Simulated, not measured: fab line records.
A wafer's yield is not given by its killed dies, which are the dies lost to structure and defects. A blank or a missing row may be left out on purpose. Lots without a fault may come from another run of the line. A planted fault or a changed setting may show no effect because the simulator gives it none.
fab line records + flow sky130
record:
- lots: 14
- wafers: 42
- last_day: 50
route steps=708 shown CONTACT@422 METAL1@437 VIA1@458
lots that met no fault: from a run of the same line without faults
start_h: hours from the record's first day to the start of the lot's first wafer shown + wait_h: time in hours since the lot's previous step + " as in the row above + L1.1+2: a single row standing in for several wafers + - value missing, or start not given + * or withheld: withheld + < > ~ a bound
route shown NAME@n: names a module that has steps shown in the file, with the first one's number in the route + usual: mean and standard deviation over wafers with no fault + same: alike in all rows + chamber/n: place in a boat + sites: each site's reading + _std_site: the values' standard deviation + _edge_site: mean of outer sites minus mean of inner sites + radius_mm: for every site, how far away it sits from the centre of the wafer + mask NAME#n: copy n + behind: tool/chamber where the wafer was last shaped + hold: why the lot went on hold/how many hours it stayed there/how the hold came to an end + device: the n, p or np transistor that did not switch + end of line: at the end of the route, the tests of the same wafers + a step without rows: its recipe alone + killed: not the wafer's yield, but the dies lost to structure and defects at the first sort + map: dies across one wafer; x = killed, . = not, _ = none there
set.NAME: setting as actually run; set.NAME@STEP: the setting as run at that earlier step + model.NAME: the simulator's own value behind a step, which no gauge read
route steps across a sampled set of lots; one table per step, one row per wafer
services: a tool's chamber out of use, with start hour (start_h, from the record's first day; less than 0 if before it), hours out, and reason
== steps ==
step: SKY_CONTACT_ETCH_16
recipe:
- chemistry: N2/H2
- target: BARC
- ion_energy_ev: 200
- source_w: 500
- bias_w: 100
- pressure_mtorr: 30
- n2_flow_sccm: 100
- h2_flow_sccm: 200
- stop_on: SiO2
- time_s: 45.9
- target_depth_a: 600
usual:
- bias_w: 99.96/0.29
- drypump_motor_current_A: 5.8/0.49
- n2_flow_sccm: 100.0/0.32
- oes_product_au: 0.855/0.0047
- throttle_valve_pct: 13.224/0.0092
| lot.wafer | tool        | chamber | start_h | wait_h | bias_w | drypump_motor_current_A | n2_flow_sccm | oes_product_au | rf_hours_counter_h | throttle_valve_pct |
|-----------|-------------|---------|---------|--------|--------|-------------------------|--------------|----------------|--------------------|--------------------|
| L961.3    | rie_diel-03 | 2       | 740.59  | 0.0    | 99.43  | 4.8                     | 99.6         | 0.861          | 11                 | 13.232             |
| L961.5    | "           | 3       | "       | "      | 100.25 | 6.0                     | 100.1        | 0.858          | -                  | 13.222             |
| L961.6    | "           | 0       | "       | "      | 99.89  | 5.6                     | 99.9         | 0.847          | -                  | 13.221             |
| L962.1    | rie_diel-03 | 3       | 751.24  | 0.0    | 100.24 | 6.0                     | 99.8         | 0.854          | 8                  | 13.214             |
| L962.2    | "           | 2       | "       | "      | 100.29 | 4.8                     | 100.2        | 0.855          | 11                 | 13.212             |
| L962.4    | "           | 1       | "       | "      | 100.20 | 6.3                     | 100.2        | 0.856          | 4                  | 13.238             |
| L964.1    | rie_diel-03 | 1       | 771.14  | 0.0    | 99.64  | 6.3                     | 100.0        | 0.859          | 5                  | 13.213             |
| L964.2    | "           | 0       | "       | "      | 99.81  | 5.6                     | 100.2        | 0.858          | 12                 | 13.231             |
| L964.6    | "           | 3       | "       | "      | 100.10 | 6.0                     | 100.2        | 0.851          | -                  | 13.224             |
| L966.1    | rie_diel-03 | 0       | 778.64  | 0.0    | 99.95  | 5.6                     | 99.8         | 0.860          | 13                 | 13.226             |
| L966.5    | "           | 3       | "       | "      | 99.94  | 6.0                     | 99.9         | 0.856          | -                  | 13.217             |
| L966.6    | "           | 2       | "       | "      | 99.42  | 4.8                     | 100.1        | 0.860          | -                  | 13.216             |
| L967.1    | rie_diel-04 | 1       | 785.59  | 0.0    | 100.03 | 5.6                     | 100.0        | 0.853          | 15                 | 13.218             |
| L967.3    | "           | 3       | "       | "      | 100.31 | 5.1                     | 99.9         | 0.849          | 13                 | 13.220             |
| L967.5    | "           | 2       | "       | "      | 100.17 | 5.6                     | 99.8         | 0.857          | -                  | 13.238             |
| L968.1    | rie_diel-03 | 0       | 794.19  | 0.0    | 99.87  | 5.6                     | 100.1        | 0.864          | 13                 | 13.224             |
| L968.4    | "           | 3       | "       | "      | 99.80  | 6.0                     | 99.3         | 0.851          | 10                 | 13.222             |
| L968.5    | "           | 1       | "       | "      | 100.48 | 6.3                     | 100.2        | 0.861          | -                  | 13.224             |
| L972.2    | rie_diel-01 | 3       | 830.62  | 0.0    | 99.73  | 5.7                     | 99.7         | 0.845          | 12                 | 13.238             |
| L972.3    | "           | 1       | "       | "      | 99.91  | 6.2                     | 99.3         | 0.851          | 8                  | 13.223             |
| L972.5    | "           | 3       | "       | "      | 99.52  | 5.7                     | 100.0        | 0.848          | -                  | 13.212             |
| L974.1    | rie_diel-01 | 3       | 845.83  | 0.0    | 99.95  | 5.7                     | 99.5         | 0.847          | 13                 | 13.223             |
| L974.3    | "           | 2       | "       | "      | 99.95  | 6.3                     | 100.0        | 0.857          | 5                  | 13.226             |
| L974.4    | "           | 0       | "       | "      | 99.84  | 5.7                     | 100.2        | 0.849          | 5                  | 13.232             |
| L975.2    | rie_diel-03 | 3       | 855.53  | 0.0    | 99.38  | 6.0                     | 100.1        | 0.859          | 12                 | 13.229             |
| L975.4    | "           | 0       | "       | "      | 99.56  | 5.6                     | 99.4         | 0.855          | 15                 | 13.221             |
| L975.5    | "           | 0       | "       | "      | 99.64  | 5.6                     | 99.7         | 0.857          | -                  | 13.228             |
| L976.4    | rie_diel-01 | 0       | 856.14  | 0.0    | 99.92  | 5.7                     | 99.7         | 0.853          | 5                  | 13.226             |
| L976.5    | "           | 1       | "       | "      | 100.19 | 6.2                     | 100.4        | 0.854          | -                  | 13.229             |
| L976.6    | "           | 2       | "       | "      | 99.89  | 6.3                     | 99.5         | 0.859          | -                  | 13.217             |
| L977.4    | rie_diel-04 | 3       | 864.28  | 0.0    | 99.81  | 5.0                     | 100.1        | 0.848          | 16                 | 13.231             |
| L977.5    | "           | 2       | "       | "      | 99.69  | 5.6                     | 100.3        | 0.849          | -                  | 13.213             |
| L977.6    | "           | 3       | "       | "      | 99.97  | 5.1                     | 99.6         | 0.847          | -                  | 13.225             |
| L979.1    | rie_diel-04 | 0       | 875.69  | 0.0    | 99.65  | 6.3                     | 99.8         | 0.851          | 3                  | 13.227             |
| L979.5    | "           | 2       | "       | "      | 99.90  | 5.5                     | 100.1        | 0.857          | -                  | 13.228             |
| L979.6    | "           | 1       | "       | "      | 99.66  | 5.6                     | 100.0        | 0.853          | -                  | 13.231             |
| L982.3    | rie_diel-03 | 3       | 898.93  | 0.0    | 99.98  | 6.0                     | 100.4        | 0.857          | 13                 | 13.214             |
| L982.4    | "           | 2       | "       | "      | 100.19 | 4.8                     | 100.5        | 0.858          | 16                 | 13.230             |
| L982.5    | "           | 0       | "       | "      | 99.93  | 5.7                     | 100.2        | 0.853          | -                  | 13.220             |
| L983.2    | rie_diel-01 | 1       | 907.04  | 0.0    | 99.66  | 6.2                     | 100.1        | 0.850          | 10                 | 13.219             |
| L983.3    | "           | 3       | "       | "      | 100.29 | 5.7                     | 99.9         | 0.855          | 15                 | 13.222             |
| L983.6    | "           | 2       | "       | "      | 100.07 | 6.3                     | 99.7         | 0.861          | -                  | 13.206             |
step: SKY_METAL1_SPUTTER_03
recipe:
- material: Ti
- target_thk_nm: 5
- power_w: 3000
- time_s: 3.3
- chamber_pressure_pa: 0.4
usual:
- chamber_pressure_pa: 0.4001/0.00086
- throttle_valve_pct: 30.4/0.95
| lot.wafer | tool           | chamber | start_h | wait_h | chamber_pressure_pa | throttle_valve_pct |
|-----------|----------------|---------|---------|--------|---------------------|--------------------|
| L961.3    | pvd_sputter-02 | -       | 742.20  | 0.0    | 0.3992              | 31.9               |
| L961.5    | "              | -       | "       | "      | 0.4009              | 29.3               |
| L961.6    | "              | -       | "       | "      | 0.3998              | 32.2               |
| L962.1    | pvd_sputter-04 | -       | 752.83  | 0.0    | 0.3995              | 32.3               |
| L962.2    | "              | -       | "       | "      | 0.4007              | 30.3               |
| L962.4    | "              | -       | "       | "      | 0.4011              | 31.0               |
| L964.1    | pvd_sputter-04 | -       | 772.60  | 0.0    | 0.4005              | 30.0               |
| L964.2    | "              | -       | "       | "      | 0.4001              | 31.0               |
| L964.6    | "              | -       | "       | "      | 0.4012              | 30.6               |
| L966.1    | pvd_sputter-01 | -       | 780.09  | 0.0    | 0.3996              | 30.1               |
| L966.5    | "              | -       | "       | "      | 0.3994              | 30.1               |
| L966.6    | "              | -       | "       | "      | 0.4004              | 29.6               |
| L967.1    | pvd_sputter-04 | -       | 787.10  | 0.0    | 0.4000              | 29.8               |
| L967.3    | "              | -       | "       | "      | 0.3998              | 30.8               |
| L967.5    | "              | -       | "       | "      | 0.4001              | 29.9               |
| L968.1    | pvd_sputter-02 | -       | 795.68  | 0.0    | 0.4007              | 31.8               |
| L968.4    | "              | -       | "       | "      | 0.4002              | 29.4               |
| L968.5    | "              | -       | "       | "      | 0.3997              | 29.4               |
| L972.2    | pvd_sputter-01 | -       | 832.08  | 0.0    | 0.3997              | 29.8               |
| L972.3    | "              | -       | "       | "      | 0.3995              | 30.1               |
| L972.5    | "              | -       | "       | "      | 0.4011              | 30.3               |
| L974.1    | pvd_sputter-01 | -       | 847.31  | 0.0    | 0.4006              | 29.8               |
| L974.3    | "              | -       | "       | "      | 0.4022              | 31.7               |
| L974.4    | "              | -       | "       | "      | 0.3991              | 30.3               |
| L975.2    | pvd_sputter-02 | -       | 857.01  | 0.0    | 0.4006              | 32.0               |
| L975.4    | "              | -       | "       | "      | 0.4013              | 29.9               |
| L975.5    | "              | -       | "       | "      | 0.4003              | 32.0               |
| L976.4    | pvd_sputter-01 | -       | 857.70  | 0.0    | 0.4029              | 31.5               |
| L976.5    | "              | -       | "       | "      | 0.3989              | 30.0               |
| L976.6    | "              | -       | "       | "      | 0.3997              | 30.1               |
| L977.4    | pvd_sputter-01 | -       | 866.16  | 0.0    | 0.3997              | 30.3               |
| L977.5    | "              | -       | "       | "      | 0.4003              | 31.8               |
| L977.6    | "              | -       | "       | "      | 0.3987              | 29.8               |
| L979.1    | pvd_sputter-04 | -       | 877.55  | 0.0    | 0.3996              | 32.2               |
| L979.5    | "              | -       | "       | "      | 0.3990              | 30.7               |
| L979.6    | "              | -       | "       | "      | 0.4007              | 30.3               |
| L982.3    | pvd_sputter-04 | -       | 900.40  | 0.0    | 0.4011              | 29.8               |
| L982.4    | "              | -       | "       | "      | 0.3991              | 30.1               |
| L982.5    | "              | -       | "       | "      | 0.4000              | 30.6               |
| L983.2    | pvd_sputter-04 | -       | 908.53  | 0.0    | 0.4005              | 30.2               |
| L983.3    | "              | -       | "       | "      | 0.3994              | 32.2               |
| L983.6    | "              | -       | "       | "      | 0.4008              | 30.1               |
step: SKY_VIA1_HDPCVD_00
recipe:
- material: SiO2
- target_thk_nm: 1030
- sigma_open_frac: 0.3
- time_s: 171.7
- temp_c: 400
- sih4_flow_sccm: 60
- pressure_mtorr: 6
| lot.wafer  | tool      | chamber | start_h | wait_h |
|------------|-----------|---------|---------|--------|
| L961.3+5+6 | hdpcvd-01 | 0,1,0   | 769.24  | 0.0    |
| L962.1+2+4 | hdpcvd-02 | 0,1,2   | 780.50  | 0.0    |
| L964.1+2+6 | hdpcvd-01 | 2,1,2   | 799.79  | 0.0    |
| L966.1+5+6 | hdpcvd-02 | 2,1,2   | 806.51  | 0.0    |
| L967.1+3+5 | hdpcvd-02 | 2,1,1   | 814.81  | 0.0    |
| L968.1+4+5 | hdpcvd-02 | 2,2,0   | 822.37  | 0.0    |
| L972.2+3+5 | hdpcvd-01 | 1,2,1   | 860.48  | 0.0    |
| L974.1+3+4 | hdpcvd-01 | 1,2,0   | 874.83  | 0.0    |
| L975.2+4+5 | hdpcvd-02 | 0,0,1   | 883.54  | 0.0    |
| L976.4+5+6 | hdpcvd-01 | 1,0,2   | 884.98  | 0.1    |
| L977.4+5+6 | hdpcvd-02 | 0,2,1   | 893.74  | 0.1    |
| L979.1+5+6 | hdpcvd-02 | 0,1,0   | 903.99  | 0.0    |
| L982.3+4+5 | hdpcvd-02 | 1,2,0   | 926.30  | 0.0    |
| L983.2+3+6 | hdpcvd-02 | 0,2,1   | 934.46  | 0.0    |
step: SKY_VIA1_THK_MEAS_01
recipe:
- reads: SiO2_of_VIA1_HDPCVD_00
usual:
- VIA1_HDPCVD_THK: 1023/11
| lot.wafer | tool          | chamber | start_h | wait_h | VIA1_HDPCVD_THK[nm] |
|-----------|---------------|---------|---------|--------|---------------------|
| L961.3    | film_metro-02 | -       | 769.37  | 0.1    | 1034                |
| L961.5    | "             | -       | "       | "      | 1022                |
| L961.6    | "             | -       | "       | "      | 1026                |
| L962.1    | film_metro-03 | -       | 780.61  | 0.1    | 1040                |
| L962.2    | "             | -       | "       | "      | 1041                |
| L962.4    | "             | -       | "       | "      | 1039                |
| L964.1    | film_metro-04 | -       | 799.90  | 0.1    | 1024                |
| L964.2    | "             | -       | "       | "      | 1018                |
| L964.6    | "             | -       | "       | "      | 996                 |
| L966.1    | film_metro-02 | -       | 806.62  | 0.1    | 1032                |
| L966.5    | "             | -       | "       | "      | 1026                |
| L966.6    | "             | -       | "       | "      | 1029                |
| L967.1    | film_metro-02 | -       | 814.92  | 0.1    | 1034                |
| L967.3    | "             | -       | "       | "      | 1037                |
| L967.5    | "             | -       | "       | "      | 1022                |
| L968.1    | film_metro-02 | -       | 822.48  | 0.1    | 1021                |
| L968.4    | "             | -       | "       | "      | 1019                |
| L968.5    | "             | -       | "       | "      | 1023                |
| L972.2    | film_metro-04 | -       | 860.60  | 0.1    | 1020                |
| L972.3    | "             | -       | "       | "      | 1010                |
| L972.5    | "             | -       | "       | "      | 1019                |
| L974.1    | film_metro-02 | -       | 874.94  | 0.1    | 1036                |
| L974.3    | "             | -       | "       | "      | 1031                |
| L974.4    | "             | -       | "       | "      | 823                 |
| L975.2    | film_metro-04 | -       | 883.67  | 0.1    | 1017                |
| L975.4    | "             | -       | "       | "      | 1007                |
| L975.5    | "             | -       | "       | "      | 1005                |
| L976.4    | film_metro-04 | -       | 885.07  | 0.0    | 1023                |
| L976.5    | "             | -       | "       | "      | 809                 |
| L976.6    | "             | -       | "       | "      | 1005                |
| L977.4    | film_metro-03 | -       | 893.83  | 0.0    | 1027                |
| L977.5    | "             | -       | "       | "      | 1027                |
| L977.6    | "             | -       | "       | "      | 1022                |
| L979.1    | film_metro-03 | -       | 904.10  | 0.1    | 1020                |
| L979.5    | "             | -       | "       | "      | 1016                |
| L979.6    | "             | -       | "       | "      | 1026                |
| L982.3    | film_metro-02 | -       | 926.43  | 0.1    | 1018                |
| L982.4    | "             | -       | "       | "      | 1007                |
| L982.5    | "             | -       | "       | "      | 1018                |
| L983.2    | film_metro-03 | -       | 934.58  | 0.1    | 1023                |
| L983.3    | "             | -       | "       | "      | 1027                |
| L983.6    | "             | -       | "       | "      | 1022                |
step: SKY_VIA1_CMP_02
recipe:
- material: SiO2
- down_force_psi: 4
- platen_rpm: 60
- pad_velocity_m_s: 0.94248
usual:
- motor_current_A: 12.5/1.2
| lot.wafer | tool   | chamber | start_h | wait_h | motor_current_A |
|-----------|--------|---------|---------|--------|-----------------|
| L961.3    | cmp-01 | 1       | 769.51  | 0.1    | 11.7            |
| L961.6    | "      | 3       | "       | "      | 11.6            |
| L961.5    | "      | 0       | "       | "      | 13.3            |
| L962.4    | cmp-01 | 0       | 780.67  | 0.0    | 13.1            |
| L962.2    | "      | 1       | "       | "      | 11.6            |
| L962.1    | "      | 3       | "       | "      | 11.9            |
| L964.1    | cmp-01 | 2       | 799.96  | 0.1    | 15.2            |
| L964.2    | "      | 3       | "       | "      | 11.4            |
| L964.6    | "      | 3       | "       | "      | 12.3            |
| L966.1    | cmp-02 | 0       | 806.68  | 0.1    | 11.2            |
| L966.6    | "      | 0       | "       | "      | 11.3            |
| L966.5    | "      | 1       | "       | "      | 12.2            |
| L967.3    | cmp-02 | 2       | 814.98  | 0.0    | 13.4            |
| L967.1    | "      | 1       | "       | "      | 12.9            |
| L967.5    | "      | 2       | "       | "      | 13.9            |
| L968.1    | cmp-02 | 3       | 822.54  | 0.1    | 13.1            |
| L968.4    | "      | 2       | "       | "      | 14.1            |
| L968.5    | "      | 0       | "       | "      | 11.5            |
| L972.3    | cmp-02 | 0       | 860.65  | 0.0    | 11.3            |
| L972.2    | "      | 1       | "       | "      | 12.2            |
| L972.5    | "      | 1       | "       | "      | 12.4            |
| L974.3    | cmp-01 | 0       | 875.00  | 0.0    | 13.8            |
| L974.4    | "      | 1       | "       | "      | 11.9            |
| L974.1    | "      | 3       | "       | "      | 11.8            |
| L975.2    | cmp-02 | 1       | 883.73  | 0.1    | 11.8            |
| L975.4    | "      | 0       | "       | "      | 11.1            |
| L975.5    | "      | 1       | "       | "      | 12.3            |
| L976.4    | cmp-02 | 0       | 885.20  | 0.1    | 11.3            |
| L976.5    | "      | 2       | "       | "      | 13.2            |
| L976.6    | "      | 3       | "       | "      | 11.8            |
| L977.4    | cmp-01 | 2       | 893.96  | 0.1    | 15.2            |
| L977.6    | "      | 0       | "       | "      | 14.7            |
| L977.5    | "      | 1       | "       | "      | 11.4            |
| L979.1    | cmp-01 | 3       | 904.31  | 0.2    | 11.5            |
| L979.6    | "      | 0       | "       | "      | 13.1            |
| L979.5    | "      | 1       | "       | "      | 10.8            |
| L982.4    | cmp-02 | 3       | 926.55  | 0.1    | 12.3            |
| L982.3    | "      | 1       | "       | "      | 12.1            |
| L982.5    | "      | 0       | "       | "      | 11.1            |
| L983.3    | cmp-02 | 2       | 934.68  | 0.1    | 14.2            |
| L983.2    | "      | 0       | "       | "      | 10.8            |
| L983.6    | "      | 2       | "       | "      | 13.9            |
step: SKY_VIA1_ETCH_15
recipe:
- target: SiO2
- chemistry: C4F8/O2/Ar
- target_depth_nm: 351
- stop_on: TiN
- mask_material: KrF-thick
- source_w: 1500
- bias_w: 1200
- pressure_mtorr: 40
- c4f8_flow_sccm: withheld
- O2_flow_sccm: 6
- Ar_flow_sccm: 300
- time_s: 54
usual:
- bias_w: 1200/3.6
- oes_product_au: 0.981/0.0057
| lot.wafer | tool        | chamber | start_h | wait_h | bias_w | oes_product_au | rf_hours_counter_h |
|-----------|-------------|---------|---------|--------|--------|----------------|--------------------|
| L961.3    | rie_diel-03 | 1       | 796.32  | 0.0    | 1204   | 0.974          | 6                  |
| L961.5    | "           | 1       | "       | "      | 1203   | 0.976          | -                  |
| L961.6    | "           | 2       | "       | "      | 1199   | 0.983          | -                  |
| L962.1    | rie_diel-02 | 2       | 806.11  | 0.0    | 1201   | 0.986          | 7                  |
| L962.2    | "           | 0       | "       | "      | 1203   | 0.983          | 12                 |
| L962.4    | "           | 3       | "       | "      | 1203   | 0.991          | 18                 |
| L964.1    | rie_diel-03 | 2       | 827.52  | 0.0    | 1200   | 0.981          | 14                 |
| L964.2    | "           | 1       | "       | "      | 1199   | 0.984          | 6                  |
| L964.6    | "           | 0       | "       | "      | 1206   | 0.984          | -                  |
| L966.1    | rie_diel-03 | 3       | 833.62  | 0.0    | 1195   | 0.983          | 11                 |
| L966.5    | "           | 0       | "       | "      | 1200   | 0.984          | -                  |
| L966.6    | "           | 1       | "       | "      | 1196   | 0.985          | -                  |
| L967.1    | rie_diel-01 | 0       | 841.61  | 0.0    | 1201   | 0.988          | 5                  |
| L967.3    | "           | 3       | "       | "      | 1200   | 0.991          | 12                 |
| L967.5    | "           | 0       | "       | "      | 1201   | 0.975          | -                  |
| L968.1    | rie_diel-03 | 0       | 849.67  | 0.0    | 1206   | 0.976          | 15                 |
| L968.4    | "           | 1       | "       | "      | 1195   | 0.968          | 7                  |
| L968.5    | "           | 2       | "       | "      | 1206   | 0.981          | -                  |
| L972.2    | rie_diel-03 | 3       | 886.77  | 0.0    | 1201   | 0.979          | 13                 |
| L972.3    | "           | 1       | "       | "      | 1204   | 0.976          | 8                  |
| L972.5    | "           | 2       | "       | "      | 1193   | 0.972          | -                  |
| L974.1    | rie_diel-02 | 3       | 900.47  | 0.0    | 1199   | 0.983          | 20                 |
| L974.3    | "           | 1       | "       | "      | 1201   | 0.982          | 13                 |
| L974.4    | "           | 2       | "       | "      | 1201   | 0.741          | 10                 |
| L975.2    | rie_diel-02 | 3       | 909.61  | 0.0    | 1199   | 0.975          | 21                 |
| L975.4    | "           | 2       | "       | "      | 1203   | 0.980          | 10                 |
| L975.5    | "           | 2       | "       | "      | 1202   | 0.990          | -                  |
| L976.4    | rie_diel-03 | 2       | 911.47  | 0.0    | 1200   | 0.973          | 16                 |
| L976.5    | "           | 1       | "       | "      | 1198   | 0.741          | -                  |
| L976.6    | "           | 0       | "       | "      | 1199   | 0.984          | -                  |
| L977.4    | rie_diel-01 | 2       | 919.37  | 0.0    | 1203   | 0.982          | 8                  |
| L977.5    | "           | 2       | "       | "      | 1208   | 0.982          | -                  |
| L977.6    | "           | 1       | "       | "      | 1206   | 0.974          | -                  |
| L979.1    | rie_diel-03 | 2       | 928.87  | 0.0    | 1200   | 0.976          | 17                 |
| L979.5    | "           | 2       | "       | "      | 1198   | 0.979          | -                  |
| L979.6    | "           | 3       | "       | "      | 1197   | 0.977          | -                  |
| L982.3    | rie_diel-02 | 0       | 951.61  | 0.0    | 1204   | 0.984          | 15                 |
| L982.4    | "           | 2       | "       | "      | 1195   | 0.982          | -                  |
| L982.5    | "           | 0       | "       | "      | 1203   | 0.976          | -                  |
| L983.2    | rie_diel-02 | 0       | 959.47  | 0.0    | 1202   | 0.978          | 16                 |
| L983.3    | "           | 2       | "       | "      | 1199   | 0.966          | 11                 |
| L983.6    | "           | 0       | "       | "      | 1206   | 0.975          | -                  |
== services ==
| tool        | chamber | start_h | hours | kind   |
|-------------|---------|---------|-------|--------|
| cmp-01      | -       | 723.79  | 6.6   | pm     |
| rie_diel-01 | 1       | 725.57  | 6.5   | repair |
| cmp-01      | -       | 733.13  | 6.6   | repair |
| cmp-01      | -       | 742.89  | 5.5   | pm     |
| cmp-02      | -       | 750.62  | 4.0   | pm     |
| hdpcvd-02   | 2       | 755.91  | 4.3   | repair |
| rie_diel-01 | 3       | 760.04  | 3.0   | repair |
| cmp-01      | -       | 801.21  | 0.7   | repair |
| cmp-02      | -       | 801.94  | 3.8   | pm     |
| cmp-02      | -       | 808.34  | 0.3   | repair |
| rie_diel-01 | -       | 810.39  | 0.5   | repair |
| cmp-01      | -       | 836.15  | 2.3   | repair |
| rie_diel-01 | 2       | 843.48  | 1.4   | repair |
| cmp-02      | -       | 856.34  | 0.8   | repair |
| cmp-02      | -       | 879.96  | 1.3   | repair |
| cmp-01      | -       | 881.02  | 5.1   | repair |
| rie_diel-01 | 3       | 886.44  | 6.0   | repair |
| cmp-02      | -       | 890.57  | 10.9  | pm     |
| cmp-01      | -       | 912.30  | 4.0   | pm     |
| rie_diel-01 | 3       | 913.66  | 3.6   | repair |
| cmp-01      | -       | 918.90  | 8.5   | repair |
| cmp-02      | -       | 927.13  | 1.0   | repair |
| cmp-01      | -       | 932.15  | 14.6  | pm     |
| rie_diel-01 | -       | 936.23  | 0.5   | repair |
== key ==
first_sign:
- step: SKY_VIA1_THK_MEAS_01
- reading: VIA1_HDPCVD_THK
- direction: down
- sigmas: 19
- usual: 1023
- struck: 816
effect:
- step: SKY_VIA1_ETCH_15
- reading: oes_product_au
- direction: down
- sigmas: 42
- usual: 0.981
- struck: 0.741
met_at SKY_VIA1_HDPCVD_00
struck_lots L974,L976
struck_wafers L974.4,L976.5
sort_left_out L974.4,L976.5
not_acting_at SKY_CONTACT_ETCH_16,SKY_METAL1_SPUTTER_03,SKY_VIA1_CMP_02
onset_between 769.24 874.83
fault:
- kind: site_profile_drift
- tool: hdpcvd-01
- chamber: 0
- onset_h: 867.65
- steps: SKY_VIA1_HDPCVD_00
- basis: fraction
- max_abs_drift: 0.44729
- slope_share_per_hr: 99.399
- site_pattern: 0,0,0,0,0,-1,-1,-1,-1
sort_left_out: the simulated sort isn't trusted on such a fault, so these wafers' sort isn't shown, and their yield isn't known
